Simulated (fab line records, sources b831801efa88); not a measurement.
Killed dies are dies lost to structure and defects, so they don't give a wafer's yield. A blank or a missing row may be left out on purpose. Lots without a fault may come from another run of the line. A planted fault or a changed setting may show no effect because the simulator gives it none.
A struck lot beside a sound one | flow sky130 | 17 steps out of a route of 708
Sound: wafers L162.3, L162.5, L162.6. Struck: wafers L156.3, L156.4, L156.5. The cause comes at the end.
At each step with rows: each side's tool, then ch and its chambers, then its first start. Under that, the readings that differ: sound wafers | struck wafers | difference of the means | sigmas: that difference in standard deviations of wafers without a fault.
alike: readings whose means differ by less than 2 such deviations, and words and numbers that are the same on both sides. not compared: withheld readings, readings that some wafer has no value for, bounds like >300 that may hide the same value, and numbers for which the record gives no deviation and whose values overlap.
The two part at a step that has a row with sigmas, a row that says differs or no value, or rows on one side only. Numbers that don't overlap but have no deviation are shown without sigmas and don't part them. A reading that every wafer of one side lacks parts them only if that side has two wafers or more.

SKY_VIA1_CMP_02: polishes SiO2.
  sound on cmp-02 ch 1,2,3, day 38 05:39; struck on cmp-02 ch 0,3, day 36 11:56
  alike: edge_zone_pressure_frac, head_pressure_psi, motor_current_A, slurry_filter_dp_kPa
SKY_VIA1_BOW_MEAS_03:
  sound on film_metro-04, day 38 05:53; struck on film_metro-01, day 36 12:17
  alike: VIA1_BOW
then, 8 steps without rows for these wafers: SKY_VIA1_DEHYDRATE_04 (time 60 s); SKY_VIA1_HMDS_05 (prime time 60 s); SKY_VIA1_COAT_06 (resist thk 60 nm); SKY_VIA1_COAT_07 (resist thk 450 nm); SKY_VIA1_SOFTBAKE_08 (time 90 s); SKY_VIA1_EXPOSE_09 (exposes mask VIM, target cd 150 nm); SKY_VIA1_PEB_10; SKY_VIA1_DEVELOP_11 (develop time 60 s).
SKY_VIA1_CD_MEAS_12: target cd 150 nm.
  sound on cd_sem-01, day 39 06:31; struck on cd_sem-02, day 37 14:01
  alike: cd_nm
SKY_VIA1_OVL_MEAS_13:
  sound on overlay-01, day 39 06:37; struck on overlay-01, day 37 14:07
  alike: VIA1_OVL
SKY_VIA1_ETCH_14: etches BARC in N2/H2, stops on SiO2, time 45.9 s, target depth 60 nm.
  sound on rie_diel-03 ch 0,3, day 39 06:38; struck on rie_diel-04 ch 0,1, day 37 14:08
  no value came back on the struck wafers for any of 6 readings (bias_w (W), chamber_pressure_mTorr (mTorr) and others); on the sound wafers bias_w (W) reads 99.74 100.18 99.84
  reading                                     | sound           | struck            | difference | sigmas
  model.KrF-thick_of_VIA1_COAT_07.thk_nm (nm) | 391.8 392.2 391 | 436.4 436.3 436.2 | +44.6      |
  not compared: rf_hours_counter_h
SKY_VIA1_ETCH_15: etches SiO2 in C4F8/O2/Ar, stops on TiN, target depth 351 nm, time 54 s.
  sound on rie_diel-03 ch 0,3, day 39 06:41; struck on rie_diel-04 ch 0,1, day 37 14:11
  reading                                     | sound             | struck            | difference | sigmas
  oes_product_au (a.u.)                       | 0.970 0.978 0.986 | 0.374 0.373 0.382 | -0.602     | -99 or more
  model.KrF-thick_of_VIA1_COAT_07.thk_nm (nm) | 323.5 323.3 322.1 | 365.7 365.6 366.6 | +43.0      |
  alike: bias_w, chamber_pressure_mTorr
  not compared: rf_hours_counter_h
SKY_VIA1_STRIP_16: strips in O2/N2.
  sound on plasma_asher-01 ch 0,1, day 39 06:46; struck on plasma_asher-02 ch 0,1, day 37 14:16
  reading                      | sound             | struck            | difference | sigmas
  oes_product_au (a.u.)        | 0.411 0.413 0.416 | 0.439 0.443 0.431 | +0.024     | +5
  strip_time_to_endpoint_s (s) | 4.467 4.468 4.447 | 4.907 4.900 4.917 | +0.447     | +20
  alike: drypump_motor_current_A
  not compared: rf_hours_counter_h
then, 1 step without rows for these wafers: SKY_VIA1_STRIP_17 (strips in post etch residue remover, time 1200 s).
-- the record jumps here: 11 days lie between the struck wafers' starts before and after (it left off in module VIA1 and takes up again in module PAD_OPEN, whose first step shown is number 708 of the route) --
SKY_PAD_OPEN_PROBE_99:
  sound on prober-02, day 49 16:38; struck on prober-02, day 48 15:10
  reading                  | sound          | struck         | difference | sigmas
  defect_limited_yield (%) | 81.9 80.7 81.7 | 0 0 0          | -81        | -45
  killed_at_M0_to_M3       | 43 46 46       | 438 451 447    | +400       | +61
  killed_dies              | 89 95 90       | 492 492 492    | +401       | +46
  killed_on_rim            | 15 19 22       | 96 96 96       | +77        | +20
  sort_bin_5_function (%)  | 11.2 12.0 11.0 | 91.9 92.5 91.1 | +80.4      | +57
  sort_n_pass              | 403 397 402    | 0 0 0          | -401       | -46
  sort_yield_pct (%)       | 81.9 80.7 81.7 | 0 0 0          | -81        | -45
  alike: killed_at_M4_up, killed_at_contacts, killed_at_front_end, killed_at_other, killed_open, killed_short, sort_bin_3_pad_short, sort_bin_6_memory

WHERE THEY PART
First at SKY_VIA1_ETCH_14; last, within this record, at SKY_PAD_OPEN_PROBE_99.

WHY: what the simulator had put in
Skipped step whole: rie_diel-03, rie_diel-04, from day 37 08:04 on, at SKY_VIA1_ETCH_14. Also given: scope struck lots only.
